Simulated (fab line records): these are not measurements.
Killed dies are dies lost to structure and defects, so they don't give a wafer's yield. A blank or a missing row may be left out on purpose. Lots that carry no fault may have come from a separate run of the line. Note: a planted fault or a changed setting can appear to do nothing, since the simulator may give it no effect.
Struck lot and sound lot, side by side | flow sky130 | 15 out of 708 route steps
Sound: the wafers L853.4, L853.5, L853.6. Struck: wafers L867.1, L867.4, L867.6. The cause comes at the end.
Order at every step that has rows: each side's tool, ch and its chambers, its first start. Under that, the readings that differ: sound wafers | struck wafers | difference of the means | sigmas: that difference in standard deviations of wafers without a fault.
alike: words and numbers the same on both sides, and readings whose means are apart by under 2 such deviations; not compared: readings that were withheld, readings missing a value for some wafer, numbers with overlapping values and no deviation given by the record, and bounds like >300 which may hide the same value.
Wherever a step has rows on one side only, a row that says differs or no value, or a row with sigmas, the two part there. Numbers that don't overlap but have no deviation are shown without sigmas and don't part them. A reading missing from all wafers of one side parts the sides only when that side holds two or more wafers.

first, 5 steps without rows for these wafers: SKY_VT_ADJUST_PCH_COAT_02 (resist thk 3000 nm); SKY_VT_ADJUST_PCH_SOFTBAKE_03; SKY_VT_ADJUST_PCH_EXPOSE_04 (exposes mask NWM, target cd 840 nm); SKY_VT_ADJUST_PCH_PEB_05; SKY_VT_ADJUST_PCH_DEVELOP_06 (develop time 60 s).
SKY_VT_ADJUST_PCH_OVL_MEAS_07:
  sound on overlay-02 at day 11 13:54; struck on overlay-02 at day 15 22:20
  alike: VT_ADJUST_PCH_OVL
next, for these wafers, 1 step has no rows: SKY_VT_ADJUST_PCH_IMPLANT_08.
SKY_VT_ADJUST_PCH_STRIP_09: strips in O2/N2.
  sound on plasma-asher-02 ch 0,1, day 11 14:06; struck on plasma-asher-02 ch 0,1, day 15 22:31
  alike: drypump-motor-current-A, oes-product-au, strip-time-to-endpoint-s
  not compared: rf-hours-counter-h
SKY_VT_ADJUST_PCH_TW_MEAS_10:
  sound on film-metro-02 at day 11 14:12; struck on film-metro-02 at day 15 22:37
  alike: VT_ADJUST_PCH_TW
then, 3 steps without rows for these wafers: SKY_SONOS_TUNNEL_DEHYDRATE_00 (time 60 s); SKY_SONOS_TUNNEL_HMDS_01 (prime time 60 s); SKY_SONOS_TUNNEL_COAT_02 (resist thk 1140 nm).
SKY_SONOS_TUNNEL_SOFTBAKE_03: time 60 s.
  sound on litho-track-02 ch 0, day 12 01:58; struck on litho-track-02 ch 0, day 16 12:15
  reading          | sound             | struck               | difference | sigmas
  run-length-s (s) | 89.27 89.31 89.27 | 104.33 104.48 104.38 | +15.11     | +56
then, 1 step without rows for these wafers: SKY_SONOS_TUNNEL_EXPOSE_04 (exposes mask TUNM, target cd 410 nm).
SKY_PAD_OPEN_PROBE_99:
  rows exist in the record for the sound wafers here (prober-02, day 46 19:47), none for the struck ones

WHERE THEY PART
Last at SKY_PAD_OPEN_PROBE_99 as far as this record goes, first at SKY_SONOS_TUNNEL_SOFTBAKE_03.

WHY: what had been put in by the simulator
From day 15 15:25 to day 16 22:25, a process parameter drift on litho-track-02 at SKY_SONOS_TUNNEL_SOFTBAKE_03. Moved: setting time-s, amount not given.
